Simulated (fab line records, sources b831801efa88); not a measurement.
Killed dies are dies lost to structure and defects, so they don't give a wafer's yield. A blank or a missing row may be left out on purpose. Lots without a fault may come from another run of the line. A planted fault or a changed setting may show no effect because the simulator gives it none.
fab line records | flow sky130
record lots=6 wafers=18 last_day=50
route steps=708 shown VIA3@581 METAL4@598 CAP2M@603 PAD_OPEN@708
lots that met no fault: from a run of the same line without faults
start_h: hours from the record's first day to the start of the lot's first wafer shown | wait_h: hours since the lot's step before | " the same as in the row above | L1.1+2: a row that stands for several wafers | - no value, or no start given | * or withheld: withheld | < > ~ a bound
route shown NAME@n: a module of which the file shows steps, and the number in the route of the first | usual: mean/standard deviation of fault-free wafers | same: alike in all rows | chamber/n: place in a boat | sites: the reading at each site | _std_site: their standard deviation | _edge_site: outer sites' mean less inner sites' | radius_mm: how far each site lies from the wafer's centre | mask NAME#n: copy n | behind: the tool/chamber that last shaped the wafer | hold: why the lot was held/for how many hours/how that ended | device: the transistor (n, p or np) that didn't switch | end of line: the same wafers' tests at the end of the route | a step without rows: its recipe alone | killed: dies lost to structure and defects at the first sort, not the wafer's yield | map: a wafer's dies, x killed, . not, _ none there
set.NAME: the setting as run; set.NAME@STEP: as run at that earlier step | model.NAME: the simulator's own value behind a step, which no gauge read
lots at some steps of the route; a table a step, a row a wafer
services: from which hour (start_h, from the record's first day; less than 0 if before it) a tool's chamber was out of use, for how many hours, and why
## steps
# step SKY_VIA3_SOFTBAKE_08
# recipe temp_c=100 time_s=88.45 resist=KrF-thick
# step SKY_VIA3_EXPOSE_09
# recipe mask_id=VIM3 na=0.8 source_shape=annular sigma_inner=0.55 sigma_outer=0.85 target_cd_nm=200 dose_mj=38
# step SKY_VIA3_PEB_10
# recipe peb_temp_c=withheld peb_time_s=withheld resist=KrF-thick
# step SKY_VIA3_DEVELOP_11
# recipe develop_time_s=60 resist=KrF-thick dev_temp_c=21
# step SKY_VIA3_CD_MEAS_12
# recipe target_cd_nm=200
# usual cd_nm=200.4/1.7
# columns lot.wafer tool chamber start_h wait_h cd_nm
L905.1 cd_sem-01 - 921.83 - 200.0
L905.5 " - " " 200.6
L905.6 " - " " 201.6
L906.1 cd_sem-02 - 926.72 - 199.7
L906.3 " - " " 200.9
L906.6 " - " " 200.8
L922.1 cd_sem-02 - 1049.31 - 200.9
L922.4 " - " " 200.4
L922.6 " - " " 201.1
L925.3 cd_sem-02 - 1059.27 - 201.5
L925.4 " - " " 202.6
L925.6 " - " " 201.1
L927.1 cd_sem-02 - 1067.96 - 199.7
L927.3 " - " " 197.8
L927.6 " - " " 200.0
L928.4 cd_sem-01 - 1076.23 - 199.5
L928.5 " - " " 199.0
L928.6 " - " " 198.3
# step SKY_VIA3_OVL_MEAS_13
# usual VIA3_OVL=-6/5.6
# columns lot.wafer tool chamber start_h wait_h VIA3_OVL[nm]
L905.1 overlay-01 - 921.95 0.1 -9
L905.5 " - " " -15
L905.6 " - " " -6
L906.1 overlay-02 - 926.84 0.1 8
L906.3 " - " " 4
L906.6 " - " " -3
L922.1 overlay-02 - 1049.43 0.1 -7
L922.4 " - " " -13
L922.6 " - " " -11
L925.3 overlay-01 - 1059.36 0.1 -2
L925.4 " - " " -3
L925.6 " - " " 1
L927.1 overlay-02 - 1068.08 0.1 -4
L927.3 " - " " -7
L927.6 " - " " 4
L928.4 overlay-02 - 1076.31 0.1 -8
L928.5 " - " " -13
L928.6 " - " " -11
# step SKY_VIA3_ETCH_14
# recipe chemistry=N2/H2 target=BARC ion_energy_ev=200 source_w=512.5 bias_w=100 pressure_mtorr=30 n2_flow_sccm=100 h2_flow_sccm=200 stop_on=SiO2 time_s=45.9 target_depth_a=600
# step SKY_VIA3_ETCH_15
# recipe target=SiO2 chemistry=C4F8/O2/Ar target_depth_nm=507 stop_on=TiN mask_material=KrF-thick source_w=1500 bias_w=1200 pressure_mtorr=40 c4f8_flow_sccm=withheld O2_flow_sccm=6 Ar_flow_sccm=300 time_s=78
# usual bias_w=1200/3.4 oes_product_au=0.946/0.0048
# columns lot.wafer tool chamber start_h wait_h bias_w oes_product_au rf_hours_counter_h
L905.1 rie_diel-02 1 922.03 0.0 1198 0.949 9
L905.5 " 2 " " 1202 0.938 -
L905.6 " 3 " " 1202 0.940 -
L906.1 rie_diel-03 3 926.92 0.0 1203 0.948 2
L906.3 " 0 " " 1196 0.944 8
L906.6 " 1 " " 1202 0.943 -
L922.1 rie_diel-04 1 1049.51 0.0 1199 0.946 11
L922.4 " 3 " " 1197 0.948 5
L922.6 " 2 " " 1202 0.946 -
L925.3 rie_diel-03 0 1059.43 0.0 1201 0.949 13
L925.4 " 3 " " 1199 0.945 -
L925.6 " 1 " " 1198 0.947 -
L927.1 rie_diel-03 0 1068.16 0.0 1209 0.942 13
L927.3 " 3 " " 1201 0.947 7
L927.6 " 1 " " 1199 0.947 -
L928.4 rie_diel-03 1 1076.37 0.0 1197 0.938 28
L928.5 " 3 " " 1199 0.938 -
L928.6 " 2 " " 1206 0.953 -
# step SKY_VIA3_STRIP_16
# recipe chemistry=O2/N2 power_w=1400 pressure_mtorr=1500 platen_temp_c=withheld o2_flow_sccm=3000 n2_flow_sccm=300 overash_fraction=0.5
# step SKY_VIA3_STRIP_17
# recipe chemistry=post_etch_residue_remover time_s=1200 temp_c=72.5
# step SKY_VIA3_CLEAN_18
# recipe chemistry=IPA time_s=180 temp_c=25
# step SKY_VIA3_CLEAN_19
# recipe chemistry=O3/DIW dry=n2_spin
# step SKY_VIA3_SPUTTER_20
# recipe material=TiN target_thk_nm=20 chamber_pressure_pa=5 power_w=4000 time_s=80
# usual throttle_valve_pct=30.8/0.83
# columns lot.wafer tool chamber start_h wait_h throttle_valve_pct model.TiN_of_VIA3_SPUTTER_20.thk_nm
L905.1 pvd_sputter-04 - 922.68 0.0 31.3 19.54
L905.5 " - " " 31.4 19.46
L905.6 " - " " 31.3 19.86
L906.1 pvd_sputter-02 - 927.57 0.0 30.8 19.58
L906.3 " - " " 31.8 20.13
L906.6 " - " " 31.0 20.01
L922.1 pvd_sputter-02 - 1050.16 0.0 30.9 31.85
L922.4 " - " " 31.7 32.05
L922.6 " - " " 31.6 32.12
L925.3 pvd_sputter-02 - 1060.08 0.0 31.0 31.82
L925.4 " - " " 31.0 31.86
L925.6 " - " " 31.0 32
L927.1 pvd_sputter-03 - 1068.84 0.0 31.7 20.32
L927.3 " - " " 30.0 20.23
L927.6 " - " " 30.8 20.04
L928.4 pvd_sputter-04 - 1077.02 0.0 31.2 20.31
L928.5 " - " " 31.8 20.26
L928.6 " - " " 31.3 19.84
# step SKY_VIA3_CVD_21
# recipe material=W target_thk_nm=390 time_s=117.31 temp_c=400 pressure_torr=40
# step SKY_VIA3_RS_MEAS_22
# recipe thk_meas_gauge=four-point-probe reads=W_of_VIA3_CVD_21+TiN_of_VIA3_SPUTTER_20
# usual VIA3_W_RS=0.292/0.0043
# columns lot.wafer tool chamber start_h wait_h VIA3_W_RS[ohm/sq]
L905.1 film_metro-03 - 922.86 0.1 0.300
L905.5 " - " " 0.296
L905.6 " - " " 0.301
L906.1 film_metro-02 - 927.76 0.1 0.290
L906.3 " - " " 0.285
L906.6 " - " " 0.291
L922.1 film_metro-02 - 1050.34 0.1 0.293
L922.4 " - " " 0.288
L922.6 " - " " 0.287
L925.3 film_metro-04 - 1060.31 0.1 0.291
L925.4 " - " " 0.286
L925.6 " - " " 0.294
L927.1 film_metro-03 - 1069.03 0.1 0.289
L927.3 " - " " 0.297
L927.6 " - " " 0.289
L928.4 film_metro-03 - 1077.27 0.1 0.297
L928.5 " - " " 0.293
L928.6 " - " " 0.291
# step SKY_VIA3_THK_MEAS_23
# recipe thk_meas_gauge=xrf reads=W_of_VIA3_CVD_21
# usual VIA3_W_THK=389/5.7
# columns lot.wafer tool chamber start_h wait_h VIA3_W_THK[nm]
L905.1 film_metro-03 - 922.98 0.1 381
L905.5 " - " " 386
L905.6 " - " " 378
L906.1 film_metro-02 - 927.88 0.1 384
L906.3 " - " " 389
L906.6 " - " " 384
L922.1 film_metro-02 - 1050.46 0.1 385
L922.4 " - " " 393
L922.6 " - " " 394
L925.3 film_metro-04 - 1060.41 0.1 390
L925.4 " - " " 399
L925.6 " - " " 387
L927.1 film_metro-03 - 1069.15 0.1 394
L927.3 " - " " 382
L927.6 " - " " 393
L928.4 film_metro-03 - 1077.36 0.1 387
L928.5 " - " " 389
L928.6 " - " " 393
# step SKY_VIA3_CMP_24
# recipe stop_on=SiO2 t_overpolish_s=20 down_force_psi=3.5 platen_rpm=60 target_thk_nm=0 pad_velocity_m_s=0.94248
# usual motor_current_A=11.1/1.1 slurry_filter_dp_kPa=13.50/0.14
# columns lot.wafer tool chamber start_h wait_h motor_current_A slurry_filter_dp_kPa
L905.1 cmp-02 3 923.04 0.1 12.7 13.37
L905.5 " 3 " " 13.2 13.40
L905.6 " 0 " " 10.9 13.49
L906.1 cmp-02 3 927.99 0.1 12.8 13.44
L906.3 " 1 " " 11.4 13.33
L906.6 " 2 " " 9.1 13.42
L922.4 cmp-02 0 1050.62 0.1 11.1 13.39
L922.1 " 1 " " 11.3 13.71
L922.6 " 3 " " 13.4 13.39
L925.4 cmp-01 2 1060.45 0.0 10.7 13.60
L925.3 " 3 " " 10.3 13.63
L925.6 " 2 " " 11.5 13.49
L927.3 cmp-02 2 1069.21 0.0 9.8 13.71
L927.1 " 3 " " 12.8 13.45
L927.6 " 3 " " 12.4 13.39
L928.4 cmp-01 2 1077.44 0.1 11.6 13.40
L928.5 " 1 " " 11.0 13.26
L928.6 " 2 " " 11.4 13.56
# step SKY_METAL4_SPUTTER_00
# recipe material=Ti target_thk_nm=15 power_w=3000 time_s=10 chamber_pressure_pa=0.4
# step SKY_METAL4_SPUTTER_01
# recipe material=TiN target_thk_nm=20 power_w=6500 time_s=16.7 chamber_pressure_pa=0.4
# usual throttle_valve_pct=30.6/0.76
# columns lot.wafer tool chamber start_h wait_h throttle_valve_pct
L905.1 pvd_sputter-01 - 923.37 0.0 30.5
L905.5 " - " " 30.5
L905.6 " - " " 31.2
L906.1 pvd_sputter-01 - 928.26 0.0 29.9
L906.3 " - " " 30.4
L906.6 " - " " 30.1
L922.1 pvd_sputter-01 - 1050.84 0.0 30.4
L922.4 " - " " 30.5
L922.6 " - " " 31.5
L925.3 pvd_sputter-04 - 1060.77 0.0 30.8
L925.4 " - " " 31.0
L925.6 " - " " 31.5
L927.1 pvd_sputter-01 - 1069.53 0.0 30.1
L927.3 " - " " 29.9
L927.6 " - " " 31.3
L928.4 pvd_sputter-04 - 1077.71 0.0 30.6
L928.5 " - " " 30.8
L928.6 " - " " 31.4
# step SKY_METAL4_SPUTTER_02
# recipe material=AlCu target_thk_nm=735 power_w=10600 time_s=39.1 chamber_pressure_pa=0.4
# usual throttle_valve_pct=30.6/0.76
# columns lot.wafer tool chamber start_h wait_h throttle_valve_pct
L905.1 pvd_sputter-01 - 923.39 0.0 30.4
L905.5 " - " " 30.4
L905.6 " - " " 31.4
L906.1 pvd_sputter-01 - 928.28 0.0 30.0
L906.3 " - " " 30.5
L906.6 " - " " 29.9
L922.1 pvd_sputter-01 - 1050.87 0.0 30.4
L922.4 " - " " 30.7
L922.6 " - " " 31.3
L925.3 pvd_sputter-04 - 1060.79 0.0 30.4
L925.4 " - " " 30.9
L925.6 " - " " 31.3
L927.1 pvd_sputter-01 - 1069.56 0.0 30.2
L927.3 " - " " 29.8
L927.6 " - " " 31.3
L928.4 pvd_sputter-04 - 1077.74 0.0 31.1
L928.5 " - " " 30.7
L928.6 " - " " 31.8
# step SKY_METAL4_SPUTTER_03
# recipe material=Ti target_thk_nm=5 power_w=3000 time_s=3.3 chamber_pressure_pa=0.4
# step SKY_METAL4_SPUTTER_04
# recipe material=TiN target_thk_nm=70 power_w=6500 time_s=58.3 chamber_pressure_pa=0.4
# step SKY_CAP2M_CVD_00
# recipe material=SiO2 target_thk_nm=15.5 temp_c=400 time_s=withheld rf_w=450
# step SKY_CAP2M_THK_MEAS_01
# recipe reads=SiO2_of_CAP2M_CVD_00
# usual CAP2M_CVD_00_THK=15.50/0.26
# columns lot.wafer tool chamber start_h wait_h CAP2M_CVD_00_THK[nm]
L905.1 film_metro-04 - 923.52 - 15.45
L905.5 " - " " 15.72
L905.6 " - " " 15.60
L906.1 film_metro-01 - 928.41 - 15.50
L906.3 " - " " 15.38
L906.6 " - " " 15.95
L922.1 film_metro-03 - 1051.00 - 15.38
L922.4 " - " " 15.62
L922.6 " - " " 15.38
L925.3 film_metro-04 - 1060.94 - 14.97
L925.4 " - " " 15.41
L925.6 " - " " 15.60
L927.1 film_metro-04 - 1069.68 - 14.98
L927.3 " - " " 15.32
L927.6 " - " " 15.80
L928.4 film_metro-01 - 1077.91 - 15.89
L928.5 " - " " 15.42
L928.6 " - " " 15.78
# step SKY_CAP2M_SPUTTER_02
# recipe material=TiN target_thk_nm=200 temp_c=300 power_w=6500 time_s=166.7 chamber_pressure_pa=0.4
# usual susceptor_temp_C=299.99/0.19 throttle_valve_pct=30.8/0.68
# columns lot.wafer tool chamber start_h wait_h susceptor_temp_C throttle_valve_pct
L905.1 pvd_sputter-03 - 923.58 0.1 300.37 29.9
L905.5 " - " " 300.28 31.7
L905.6 " - " " 299.99 31.0
L906.1 pvd_sputter-02 - 928.47 0.1 300.46 31.0
L906.3 " - " " 300.00 31.6
L906.6 " - " " 300.14 31.2
L922.1 pvd_sputter-03 - 1051.06 0.1 300.07 29.8
L922.4 " - " " 300.00 29.9
L922.6 " - " " 300.07 28.8
L925.3 pvd_sputter-01 - 1060.98 0.0 299.90 30.3
L925.4 " - " " 300.04 30.4
L925.6 " - " " 300.03 31.4
L927.1 pvd_sputter-02 - 1069.74 0.1 299.42 31.4
L927.3 " - " " 299.74 31.0
L927.6 " - " " 299.85 30.8
L928.4 pvd_sputter-02 - 1078.00 0.1 300.06 31.5
L928.5 " - " " 300.14 30.9
L928.6 " - " " 300.41 30.8
# step SKY_CAP2M_RS_MEAS_03
# recipe thk_meas_gauge=four-point-probe reads=TiN_of_CAP2M_SPUTTER_02
# usual CAP2M_TIN_RS=6.86/0.089
# columns lot.wafer tool chamber start_h wait_h CAP2M_TIN_RS[ohm/sq]
L905.1 film_metro-03 - 923.69 0.1 6.71
L905.5 " - " " 6.95
L905.6 " - " " 6.82
L906.1 film_metro-03 - 928.58 0.1 6.76
L906.3 " - " " 6.93
L906.6 " - " " 6.96
L922.1 film_metro-01 - 1051.17 0.1 6.85
L922.4 " - " " 6.89
L922.6 " - " " 7.02
L925.3 film_metro-01 - 1061.13 0.1 6.86
L925.4 " - " " 6.81
L925.6 " - " " 6.82
L927.1 film_metro-04 - 1069.85 0.1 6.83
L927.3 " - " " 6.80
L927.6 " - " " 6.97
L928.4 film_metro-04 - 1078.11 0.1 6.88
L928.5 " - " " 6.78
L928.6 " - " " 6.96
# step SKY_CAP2M_THK_MEAS_04
# recipe thk_meas_gauge=xrf reads=TiN_of_CAP2M_SPUTTER_02
# usual CAP2M_TIN_THK=201/3
# columns lot.wafer tool chamber start_h wait_h CAP2M_TIN_THK[nm]
L905.1 film_metro-03 - 923.81 0.1 205
L905.5 " - " " 197
L905.6 " - " " 202
L906.1 film_metro-03 - 928.70 0.1 202
L906.3 " - " " 199
L906.6 " - " " 197
L922.1 film_metro-01 - 1051.29 0.1 202
L922.4 " - " " 200
L922.6 " - " " 196
L925.3 film_metro-01 - 1061.23 0.1 202
L925.4 " - " " 204
L925.6 " - " " 203
L927.1 film_metro-04 - 1069.97 0.1 200
L927.3 " - " " 203
L927.6 " - " " 198
L928.4 film_metro-04 - 1078.20 0.1 199
L928.5 " - " " 202
L928.6 " - " " 197
# step SKY_CAP2M_DEHYDRATE_05
# recipe temp_c=200 time_s=60
# step SKY_CAP2M_HMDS_06
# recipe prime_time_s=60 prime_temp_c=120
# step SKY_CAP2M_COAT_07
# recipe resist=NOVOLAK spin_rpm=3000 resist_thk_nm=1140
# step SKY_CAP2M_SOFTBAKE_08
# recipe temp_c=90 time_s=60 resist=NOVOLAK
# step SKY_CAP2M_EXPOSE_09
# recipe mask_id=CAP2M na=0.6 source_shape=conventional sigma_outer=0.6 polarization=unpolarized target_cd_nm=1000 dose_mj=159
# step SKY_CAP2M_PEB_10
# recipe temp_c=withheld time_s=* resist=NOVOLAK
# step SKY_CAP2M_DEVELOP_11
# recipe resist=NOVOLAK developer=TMAH develop_time_s=60 dev_temp_c=23
# step SKY_CAP2M_OVL_MEAS_12
# usual CAP2M_OVL=-0.3/1.4
# columns lot.wafer tool chamber start_h wait_h CAP2M_OVL[nm]
L905.1 overlay-02 - 948.06 0.1 -1.3
L905.5 " - " " -0.7
L905.6 " - " " -1.7
L906.1 overlay-02 - 953.31 0.1 -1.0
L906.3 " - " " 1.7
L906.6 " - " " -0.9
L922.1 overlay-02 - 1072.29 0.1 -0.5
L922.4 " - " " -1.1
L922.6 " - " " 0.6
L925.3 overlay-01 - 1081.65 0.1 0.2
L925.4 " - " " -1.5
L925.6 " - " " -1.2
L927.1 overlay-02 - 1090.28 0.1 -1.5
L927.3 " - " " -2.6
L927.6 " - " " -0.3
L928.4 overlay-01 - 1097.70 0.1 -2.6
L928.5 " - " " 0.3
L928.6 " - " " -1.5
# step SKY_CAP2M_METAL_ETCH_13
# recipe target_depth_nm=220 stop_on=SiO2 chemistry=Cl2/BCl3 target=TiN pressure_mtorr=10 icp_w=900 bias_w=47.28 Cl2_flow_sccm=60 bcl3_flow_sccm=30 time_s=62.9
# step SKY_CAP2M_STRIP_14
# recipe chemistry=O2/N2 power_w=1400 pressure_mtorr=1500 platen_temp_c=withheld o2_flow_sccm=3000 n2_flow_sccm=300 overash_fraction=0.5
# step SKY_CAP2M_STRIP_15
# recipe chemistry=post_etch_residue_remover time_s=1200 temp_c=72.5
# step SKY_CAP2M_CLEAN_16
# recipe chemistry=IPA time_s=180 temp_c=25
# step SKY_CAP2M_CLEAN_17
# recipe chemistry=O3/DIW dry=n2_spin
# step SKY_METAL4_DEHYDRATE_05
# recipe temp_c=200 time_s=60
# step SKY_METAL4_HMDS_06
# recipe prime_time_s=60 prime_temp_c=120
# step SKY_METAL4_METAL_ETCH_18
# recipe target_depth_a=8450 stop_on=SiO2 over_etch_frac=0.3 time_s=183.1 chemistry=Cl2/BCl3 resist_sidewall_deg=88 pressure_mtorr=10 icp_w=900 bias_w=48.5 Cl2_flow_sccm=60 bcl3_flow_sccm=30
# usual bias_w=48.53/0.15 drypump_motor_current_A=6.02/0.27 oes_product_au=0.864/0.0062 throttle_valve_pct=22.263/0.009
# columns lot.wafer tool chamber start_h wait_h bias_w drypump_motor_current_A oes_product_au rf_hours_counter_h throttle_valve_pct model.etch.depth_nm model.METAL4.feature_depth_nm
L905.1 rie_metal-02 1 972.67 0.0 48.56 6.04 0.866 7 22.263 861.6 861.6
L905.5 " 0 " " 48.70 6.22 0.869 - 22.267 864.8 864.8
L905.6 " 1 " " 48.53 6.05 0.868 - 22.272 854.4 854.4
L906.1 rie_metal-03 1 978.24 0.0 48.43 6.10 0.869 14 22.258 864.4 864.4
L906.3 " 1 " " 48.46 6.08 0.867 - 22.257 873.8 873.8
L906.6 " 0 " " 48.46 5.55 0.867 - 22.262 863.6 863.6
L922.1 rie_metal-03 1 1093.89 0.0 48.59 6.08 0.858 22 22.272 858.9 858.9
L922.4 " 0 " " 48.51 5.57 0.865 - 22.253 872.4 872.4
L922.6 " 0 " " 48.31 5.56 0.870 - 22.261 860.2 860.2
L925.3 rie_metal-03 1 1101.60 0.1 48.53 6.11 0.874 - 22.254 867 867
L925.4 " 0 " " 48.55 5.56 0.865 - 22.266 870.2 870.2
L925.6 " 1 " " 48.67 6.10 0.870 - 22.265 880.8 880.8
L927.1 rie_metal-04 0 1111.14 0.0 48.43 6.12 0.859 19 22.256 860.7 860.7
L927.3 " 0 " " 48.59 6.12 0.865 - 22.269 867.5 867.5
L927.6 " 0 " " 48.49 6.12 0.862 - 22.263 852.8 852.8
L928.4 rie_metal-02 1 1118.23 0.1 48.25 6.03 0.868 - 22.252 862.8 862.8
L928.5 " 0 " " 48.61 6.24 0.862 - 22.250 863.4 863.4
L928.6 " 1 " " 48.55 6.04 0.856 - 22.282 847.6 847.6
# step SKY_PAD_OPEN_PROBE_99
# usual defect_limited_yield=82.4/1.9 killed_at_M0_to_M3=42/7.1 killed_at_M4_up=3.0/1.7 killed_at_contacts=25/5 killed_at_front_end=16/4.4 killed_at_other=0.5/1.4 killed_dies=87/9.2 killed_open=47/6.2 killed_short=39/6.6 sort_bin_3_pad_short=0.9/0.46 sort_bin_5_function=10.3/1.6 sort_bin_6_memory=6.4/0.99 sort_n_pass=405/9.2 sort_yield_pct=82.4/1.9
# same gross_dies=492 killed_at_back_side=0 sort_bin_4_leakage[%]=0 sort_bin_8_speed[%]=0
# columns lot.wafer tool chamber start_h wait_h defect_limited_yield[%] killed_at_M0_to_M3 killed_at_M4_up killed_at_contacts killed_at_front_end killed_at_other killed_dies killed_open killed_short sort_bin_3_pad_short[%] sort_bin_5_function[%] sort_bin_6_memory[%] sort_n_pass sort_yield_pct[%]
L905.1 prober-01 - 1069.79 0.1 80.9 46 3 24 20 1 94 56 38 1.0 10.4 7.7 398 80.9
L905.5 prober-01 - 1069.99 0.2 82.3 52 2 20 11 2 87 47 39 1.2 10.6 5.9 405 82.3
L905.6 prober-01 - 1070.04 0.2 83.7 47 0 20 13 0 80 44 36 0.6 8.5 7.1 412 83.7
L906.1 prober-02 - 1073.85 0.1 81.1 46 4 23 20 0 93 53 40 1.8 9.8 7.3 399 81.1
L906.3 prober-02 - 1073.95 0.2 81.5 42 3 29 16 1 91 45 46 0.4 12.2 5.9 401 81.5
L906.6 prober-02 - 1074.10 0.2 80.7 43 4 28 20 0 95 51 43 1.6 11.4 6.3 397 80.7
L922.1 prober-01 - 1175.93 0.1 84.6 35 1 24 16 0 76 36 40 1.4 9.3 4.7 416 84.6
L922.4 prober-01 - 1176.08 0.2 78.9 49 2 41 12 0 104 51 53 0.4 11.0 9.8 388 78.9
L922.6 prober-01 - 1176.18 0.2 80.1 47 4 23 24 0 98 48 50 1.6 11.0 7.3 394 80.1
L925.3 prober-02 - 1179.70 0.2 82.5 41 2 20 23 0 86 42 43 0.6 9.1 7.7 406 82.5
L925.4 prober-02 - 1179.75 0.2 84.6 35 0 25 16 0 76 45 31 1.2 7.9 6.3 416 84.6
L925.6 prober-02 - 1179.85 0.2 83.7 37 1 28 14 0 80 43 37 0.4 10.4 5.5 412 83.7
L927.1 prober-02 - 1188.30 0.1 84.1 36 3 30 9 0 78 45 33 0.8 8.7 6.3 414 84.1
L927.3 prober-02 - 1188.40 0.2 81.3 40 2 35 14 1 92 49 42 1.0 10.4 7.3 400 81.3
L927.6 prober-02 - 1188.55 0.2 81.9 41 1 25 22 0 89 50 36 1.0 11.8 5.3 403 81.9
L928.4 prober-01 - 1194.95 0.2 84.3 30 2 31 14 0 77 40 37 0.4 8.9 6.3 415 84.3
L928.5 prober-01 - 1195.00 0.2 80.1 47 4 28 19 0 98 53 45 1.0 11.6 7.3 394 80.1
L928.6 prober-01 - 1195.05 0.2 82.7 41 2 25 17 0 85 47 38 0.2 10.8 6.3 407 82.7
# killed by level:class
L905.1 VIA1:geometric_particle:open=14 CONTACT:geometric_particle:open=9 LI_CONTACT:geometric_particle:open=7 VIA1:geometric_particle:short=7 VIA2:geometric_particle:open=7 VIA3:geometric_particle:open=6 FIELD_ISO:geometric_particle:short=5 POLY_GATE:geometric_particle:short=5
L905.5 VIA1:geometric_particle:open=13 LI_CONTACT:geometric_particle:open=7 CONTACT:geometric_particle:open=7 VIA3:geometric_particle:open=7 POLY_GATE:geometric_particle:short=6 VIA2:geometric_particle:open=6 METAL2:geometric_particle:short=5 CONTACT:geometric_particle:short=4
L905.6 VIA1:geometric_particle:open=12 CONTACT:geometric_particle:open=10 METAL1:geometric_particle:short=7 VIA3:geometric_particle:open=6 FIELD_ISO:geometric_particle:short=4 LI_CONTACT:geometric_particle:short=4 LI_CONTACT:geometric_particle:open=4 VIA1:geometric_particle:short=4
L906.1 VIA1:geometric_particle:open=13 CONTACT:geometric_particle:open=8 FIELD_ISO:geometric_particle:open=6 LI_CONTACT:geometric_particle:open=6 METAL2:geometric_particle:short=6 VIA2:geometric_particle:open=6 POLY_GATE:geometric_particle:open=5 POLY_GATE:geometric_particle:short=4
L906.3 CONTACT:geometric_particle:open=10 VIA3:geometric_particle:open=9 LI_CONTACT:geometric_particle:open=6 LOCAL_INTERCONNECT:geometric_particle:short=6 VIA2:geometric_particle:open=6 VIA3:geometric_particle:short=6 METAL1:geometric_particle:short=5 FIELD_ISO:geometric_particle:short=4
L906.6 CONTACT:geometric_particle:open=13 VIA2:geometric_particle:open=11 FIELD_ISO:geometric_particle:short=7 VIA3:geometric_particle:short=6 VIA1:geometric_particle:open=6 METAL2:geometric_particle:short=5 LI_CONTACT:geometric_particle:open=5 CONTACT:geometric_particle:short=5
L922.1 CONTACT:geometric_particle:open=8 VIA1:geometric_particle:open=7 CONTACT:geometric_particle:short=5 VIA2:geometric_particle:open=5 VIA3:geometric_particle:short=5 POLY_GATE:geometric_particle:short=4 POLY_GATE:geometric_particle:open=4 LI_CONTACT:geometric_particle:open=4
L922.4 CONTACT:geometric_particle:open=15 METAL2:geometric_particle:short=12 CONTACT:geometric_particle:short=11 VIA3:geometric_particle:open=9 VIA1:geometric_particle:open=9 LI_CONTACT:geometric_particle:open=6 METAL1:geometric_particle:short=6 VIA2:geometric_particle:short=5
L922.6 FIELD_ISO:geometric_particle:short=10 LI_CONTACT:geometric_particle:open=8 METAL2:geometric_particle:short=7 VIA3:geometric_particle:open=7 METAL1:geometric_particle:short=6 VIA1:geometric_particle:open=5 LOCAL_INTERCONNECT:geometric_particle:short=5 VIA2:geometric_particle:open=5
L925.3 FIELD_ISO:geometric_particle:short=9 CONTACT:geometric_particle:open=8 VIA2:geometric_particle:open=6 FIELD_ISO:geometric_particle:open=5 VIA2:geometric_particle:short=5 VIA1:geometric_particle:open=5 METAL3:geometric_particle:short=5 LI_CONTACT:geometric_particle:open=4
L925.4 CONTACT:geometric_particle:open=9 VIA2:geometric_particle:open=8 VIA1:geometric_particle:open=8 FIELD_ISO:geometric_particle:open=6 VIA3:geometric_particle:short=5 LI_CONTACT:geometric_particle:open=5 LOCAL_INTERCONNECT:geometric_particle:short=5 LI_CONTACT:geometric_particle:short=4
L925.6 CONTACT:geometric_particle:open=10 LI_CONTACT:geometric_particle:open=7 FIELD_ISO:geometric_particle:open=6 CONTACT:geometric_particle:short=6 VIA3:geometric_particle:open=6 VIA1:geometric_particle:short=5 FIELD_ISO:geometric_particle:short=4 VIA1:geometric_particle:open=4
L927.1 CONTACT:geometric_particle:open=12 VIA1:geometric_particle:open=10 LI_CONTACT:geometric_particle:open=9 METAL2:geometric_particle:short=7 VIA2:geometric_particle:open=7 METAL1:geometric_particle:short=6 FIELD_ISO:geometric_particle:short=4 CONTACT:geometric_particle:short=4
L927.3 CONTACT:geometric_particle:open=12 LI_CONTACT:geometric_particle:open=9 VIA1:geometric_particle:open=8 METAL2:geometric_particle:short=8 LI_CONTACT:geometric_particle:short=6 FIELD_ISO:geometric_particle:short=4 CONTACT:geometric_particle:short=4 VIA1:geometric_particle:short=4
L927.6 LI_CONTACT:geometric_particle:open=10 VIA1:geometric_particle:short=8 CONTACT:geometric_particle:open=7 VIA1:geometric_particle:open=7 VIA2:geometric_particle:open=7 POLY_GATE:geometric_particle:open=5 POLY_GATE:geometric_particle:short=5 CONTACT:geometric_particle:short=5
L928.4 CONTACT:geometric_particle:short=9 CONTACT:geometric_particle:open=8 LI_CONTACT:geometric_particle:open=7 VIA1:geometric_particle:open=7 VIA3:geometric_particle:open=6 LOCAL_INTERCONNECT:geometric_particle:short=5 METAL1:geometric_particle:short=5 FIELD_ISO:geometric_particle:short=4
L928.5 VIA1:geometric_particle:open=16 CONTACT:geometric_particle:short=9 LI_CONTACT:geometric_particle:open=7 CONTACT:geometric_particle:open=7 METAL1:geometric_particle:short=7 VIA3:geometric_particle:open=7 FIELD_ISO:geometric_particle:open=5 VIA1:geometric_particle:short=5
L928.6 CONTACT:geometric_particle:open=11 FIELD_ISO:geometric_particle:open=9 CONTACT:geometric_particle:short=8 VIA2:geometric_particle:open=8 VIA1:geometric_particle:open=7 METAL1:geometric_particle:short=6 VIA3:geometric_particle:open=5 VIA1:geometric_particle:short=4
## services
# columns tool chamber start_h hours kind
pvd_sputter-01 - 899.16 1.0 repair
pvd_sputter-02 - 903.46 4.9 repair
rie_diel-03 2 904.71 5.3 repair
rie_diel-03 0 905.24 17.4 repair
rie_diel-02 3 908.26 4.2 repair
cmp-01 - 912.02 4.0 pm
pvd_sputter-02 - 912.67 2.7 repair
rie_metal-03 1 945.81 4.9 repair
pvd_sputter-02 - 953.53 2.9 repair
rie_diel-04 0 958.54 4.1 repair
rie_metal-04 1 959.01 8.1 repair
rie_diel-02 1 970.38 13.2 repair
cmp-02 - 980.09 0.9 repair
rie_diel-03 3 993.57 3.2 repair
rie_metal-03 - 996.13 1.6 repair
pvd_sputter-03 - 996.24 3.9 repair
pvd_sputter-01 - 1016.29 9.8 repair
rie_metal-03 - 1029.01 0.6 repair
cmp-02 - 1039.04 7.8 pm
pvd_sputter-02 - 1051.59 1.8 repair
pvd_sputter-04 - 1073.62 3.0 repair
cmp-02 - 1084.30 4.0 pm
rie_diel-03 - 1084.58 4.0 repair
cmp-01 - 1105.23 4.0 pm
## key
first_sign none at tools or gauges
model_effect step=SKY_VIA3_SPUTTER_20 value=TiN_of_VIA3_SPUTTER_20.thk_nm without=19.99 struck=31.95
model_effect step=SKY_METAL4_METAL_ETCH_18 value=etch.depth_nm without=856.3 struck=868.3
met_at SKY_VIA3_SPUTTER_20
struck_wafers L922.1,L922.4,L922.6,L925.3,L925.4,L925.6
onset_between 927.57 1050.16
fault kind=process_parameter_drift tool=pvd_sputter-02 chamber=- onset_h=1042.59 steps=SKY_VIA3_SPUTTER_20 channel=target_thk_nm offset=11.963 shape=step end_h=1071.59 acts_in=these_recipes_only stated=20
